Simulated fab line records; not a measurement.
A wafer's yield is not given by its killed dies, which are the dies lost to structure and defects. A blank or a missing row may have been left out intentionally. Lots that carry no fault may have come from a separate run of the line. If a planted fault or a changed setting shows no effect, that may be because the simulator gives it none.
Chamber matching -- flow gf180mcu -- wet-bench-02 running GF_STI_WET_ETCH_26: 3 sister chambers
The step etches SiO2 in dHF, target depth 94 nm, time 188 s. 6 wafers are shown with their chamber, then 5 later ones without.

== WAFERS WITH THEIR CHAMBER ==
wafer,chamber,run-length-s (s)
L578.4,1,221.0
L579.4,3,213.9
L579.5,3,213.9
L581.3,2,213.5
L581.4,2,213.5
L583.1,1,214.6

== WAFERS MISSING THEIR CHAMBER ==
wafer,run-length-s (s)
L583.3,214.6
L583.6,214.6
L597.1,213.8
L597.2,213.8
L597.3,213.8

== CHAMBER TAKEN BY EACH ==
wafer,from the rows above,in truth
L583.3,can't be placed: 3 or 2 or 1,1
L583.6,can't be placed: 3 or 2 or 1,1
L597.1,can't be placed: 3 or 2 or 1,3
L597.2,can't be placed: 3 or 2 or 1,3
L597.3,can't be placed: 3 or 2 or 1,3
0 of 5 placed correctly. Not placeable from these rows: 5 (in 5, the candidates include the true chamber). 0 placed wrongly.
How it was worked out, from the rows above alone: a wafer's distance from a chamber is the root of the sum, over the readings, of the square of ((its reading less the chamber's mean) divided by the reading's scatter). The wafer belongs to the nearest chamber; if the next one is less than 2 further off, it can't be placed. A chamber's mean is the mean of its shown wafers. The scatter is the square root of a quotient: the sum, over the shown wafers, of each reading's squared deviation from its chamber's mean, divided by wafers minus chambers.
